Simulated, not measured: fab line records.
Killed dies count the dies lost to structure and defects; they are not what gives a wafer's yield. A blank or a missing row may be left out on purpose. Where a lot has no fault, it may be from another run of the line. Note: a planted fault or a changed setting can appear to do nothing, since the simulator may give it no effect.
A struck lot beside a sound one + flow sky130 + 30 out of 708 route steps
Sound: these wafers, L473.1, L473.4, L473.6. Wafers L481.1, L481.2, L481.3 were the ones struck. The cause is named last.
At each step with rows: each side's tool, then ch and its chambers, then its first start. Under that, the readings that differ: sound wafers + struck wafers + difference of the means + sigmas: that difference in standard deviations of wafers without a fault.
alike: readings whose means differ by less than 2 such deviations, and words and numbers that are the same on both sides. not compared: withheld readings, readings that some wafer has no value for, bounds like >300 that may hide the same value, and numbers for which the record gives no deviation and whose values overlap.
Wherever a step has rows on one side only, a row that says differs or no value, or a row with sigmas, the two part there. Numbers that don't overlap but have no deviation are shown without sigmas and don't part them. Lack of a reading on every wafer of one side parts them only where that side has two or more wafers.

first, 5 steps without rows for these wafers: SKY_SONOS_ONO_COAT_08 (resist thk 1140 nm); SKY_SONOS_ONO_SOFTBAKE_09 (time 60 s); SKY_SONOS_ONO_EXPOSE_10 (exposes mask ONOM, target cd 410 nm); SKY_SONOS_ONO_PEB_11; SKY_SONOS_ONO_DEVELOP_12 (develop time 60 s).
SKY_SONOS_ONO_CD_MEAS_13: target cd 410 nm.
  struck on cd sem-02, day 15 23:19; sound on cd sem-01, day 13 11:19
  alike: cd nm
SKY_SONOS_ONO_OVL_MEAS_14:
  struck on overlay-01, day 15 23:26; sound on overlay-01, day 13 11:26
  alike: SONOS_ONO_OVL
SKY_SONOS_ONO_ETCH_15: etches the open film in CHF3/O2, target depth 19.52 nm, time 7.8 s.
  sound on rie diel-04 ch 1,2, day 13 11:28; struck on rie diel-03 ch 1,2,3, day 15 23:28
  alike: drypump motor current A, oes product au, throttle valve pct
  not compared: rf hours counter h
then, 1 step without rows for these wafers: SKY_SONOS_ONO_WET_ETCH_16 (etches SiO2 in dHF, target depth 14 nm, time 280 s).
SKY_SONOS_ONO_STRIP_17: strips in O2/N2.
  sound on plasma asher-04 ch 0,1, day 13 11:34; struck on plasma asher-01 ch 0,1, day 15 23:35
  alike: drypump motor current A, oes product au, strip time to endpoint s
  not compared: rf hours counter h
then, 2 steps without rows for these wafers: SKY_SONOS_ONO_WET_ETCH_18 (etches Si3N4 in H3PO4, target depth 15 nm, time 172 s); SKY_GATE_OXIDE_CLEAN_00 (cleans in SC1/SC2, time 150 s).
SKY_GATE_OXIDE_OXIDATION_01: stabilise 600 s, purge 300 s, target thk 10.268 nm.
  sound on furnace-02 ch 0, day 13 12:37; struck on furnace-01 ch 0, day 16 00:20
| reading                                           | sound                | struck            | difference | sigmas      |
|---------------------------------------------------|----------------------|-------------------|------------|-------------|
| spike tc bottom C (C)                             | 921 922 921          | 896 894 893       | -27        | -8          |
| spike tc centre C (C)                             | 899.0 898.8 899.2    | 879.8 879.6 881.2 | -18.8      | -17         |
| spike tc lower C (C)                              | 899.7 901.4 900.6    | 881.7 879.4 879.5 | -20.4      | -19         |
| spike tc top C (C)                                | 914 917 916          | 890 888 890       | -26        | -9          |
| spike tc upper C (C)                              | 899.9 901.4 899.4    | 879.0 879.5 877.4 | -21.6      | -22         |
| tube center temp C (C)                            | 899.88 900.01 899.97 | 880.02 880.18 880 | -19.89     | -99 or more |
| tube_center_temp_C_max                            | 902.6 902.1 902.7    | 882.6 882.3 882.9 | -19.9      | -50         |
| zone power bottom pct (%)                         | 25.90 25.98 25.91    | 25.30 25.29 25.28 | -0.64      | -2          |
| zone power lower pct (%)                          | 17.66 17.63 17.33    | 16.11 16.29 16.28 | -1.31      | -6          |
| model.SiO2_of_GATE_OXIDE_OXIDATION_01.thk nm (nm) | 10.32 10.46 10.41    | 8.342 8.193 8.081 | -2.191     |             |
SKY_GATE_OXIDE_THK_MEAS_02:
  struck on film metro-02, day 16 01:44; sound on film metro-03, day 13 14:02
| reading                          | sound             | struck         | difference | sigmas |
|----------------------------------|-------------------|----------------|------------|--------|
| GATE_OXIDE_OXIDATION_00_THK (nm) | 10.34 10.44 10.39 | 8.35 8.26 8.14 | -2.14      | -11    |
then, 7 steps without rows for these wafers: SKY_GATE_OXIDE_DEHYDRATE_03 (time 60 s); SKY_GATE_OXIDE_HMDS_04 (prime time 60 s); SKY_GATE_OXIDE_COAT_05 (resist thk 1140 nm); SKY_GATE_OXIDE_SOFTBAKE_06 (time 60 s); SKY_GATE_OXIDE_EXPOSE_07 (exposes mask LVOM, target cd 600 nm); SKY_GATE_OXIDE_PEB_08; SKY_GATE_OXIDE_DEVELOP_09 (develop time 60 s).
SKY_GATE_OXIDE_OVL_MEAS_10:
  struck on overlay-01, day 17 06:15; sound on overlay-01, day 14 16:02
  alike: GATE_OXIDE_OVL
then, 2 steps without rows for these wafers: SKY_GATE_OXIDE_IMPLANT_11; SKY_GATE_OXIDE_WET_ETCH_12 (etches SiO2 in dHF, target depth 16.8 nm, time 336 s).
SKY_GATE_OXIDE_STRIP_13: strips in O2/N2.
  sound on plasma asher-01 ch 0,1, day 14 16:20; struck on plasma asher-03 ch 0,1, day 17 06:32
  alike: drypump motor current A, oes product au, strip time to endpoint s
  not compared: rf hours counter h
SKY_GATE_OXIDE_TW_MEAS_14:
  struck on film metro-04, day 17 06:38; sound on film metro-02, day 14 16:26
| reading       | sound             | struck            | difference | sigmas |
|---------------|-------------------|-------------------|------------|--------|
| GATE_OXIDE_TW | 229.6 229.4 228.4 | 223.6 223.8 224.0 | -5.3       | -2     |
then, 1 step without rows for these wafers: SKY_GATE_OXIDE_CLEAN_15 (cleans in SC1/SC2, time 150 s).
SKY_GATE_OXIDE_OXIDATION_16: stabilise 600 s, purge 300 s, target thk 3.57 nm.
  sound on furnace-02 ch 0, day 14 16:51; struck on furnace-01 ch 0, day 17 08:49
| reading                                           | sound             | struck            | difference | sigmas |
|---------------------------------------------------|-------------------|-------------------|------------|--------|
| spike tc top C (C)                                | 817 818 817       | 811 810 811       | -7         | -2     |
| model.SiO2_of_GATE_OXIDE_OXIDATION_01.thk nm (nm) | 11.62 11.78 11.74 | 9.869 9.736 9.652 | -1.961     |        |
  alike: spike tc bottom C, spike tc centre C, spike tc lower C, spike tc upper C, tube center temp C, tube_center_temp_C_max, zone power bottom pct, zone power lower pct
then, 1 step without rows for these wafers: SKY_POLY_GATE_CVD_00 (deposits poly-Si, target thk 180 nm, time 720 s).
-- a jump in the record: the struck wafers' starts before and after are 31 days apart (it breaks off in module POLY_GATE and resumes in module PAD_OPEN, where the first step shown is number 708 of the route) --
SKY_PAD_OPEN_PROBE_99:
  struck on prober-02, day 48 09:12; sound on prober-01, day 46 11:14
| reading                                | sound                         | struck                        | difference | sigmas |
|----------------------------------------|-------------------------------|-------------------------------|------------|--------|
| model.etest.nfet_16v.r on ohm um       | 1.397e+04 1.404e+04 1.399e+04 | 1.322e+04 1.318e+04 1.308e+04 | -8.400e+02 |        |
| model.etest.pfet g5v0d10v5.r on ohm um | 4831 4822 4900                | 4336 4287 4216                | -571       |        |
| model.etest.tip sonos.rs ohm sq        | 2683 2741 2747                | 2316 2331 2279                | -415       |        |
| model.etest.nfet g5v0d10v5.r on ohm um | 1883 1909 1893                | 1716 1694 1688                | -196       |        |
| model.etest.nfet g5v0d10v5.drive ua um | 615.8 604.8 606.2             | 707.7 717.4 723.1             | +107.1     |        |
| model.etest.nfet_05v0_nvt.drive ua um  | 580.9 573.6 571.7             | 661.1 673.4 680.5             | +96.3      |        |
| model.etest.pfet g5v0d10v5.drive ua um | 341.5 338 336                 | 390.7 393 402.2               | +56.8      |        |
  alike: killed_at_M0_to_M3, killed_at_M4_up, killed at contacts, killed at front end, killed at other, killed dies, killed open, killed short
  not compared: model.etest.pfet_16v.r on ohm um

WHERE THEY PART
Earliest at SKY_GATE_OXIDE_OXIDATION_01; latest, in this record, at SKY_GATE_OXIDE_OXIDATION_16. Later steps at which nothing parts them and some readings are alike: SKY_PAD_OPEN_PROBE_99.

WHY: what had been put in by the simulator
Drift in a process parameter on furnace-01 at SKY_GATE_OXIDE_OXIDATION_01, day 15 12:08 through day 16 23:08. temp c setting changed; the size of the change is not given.
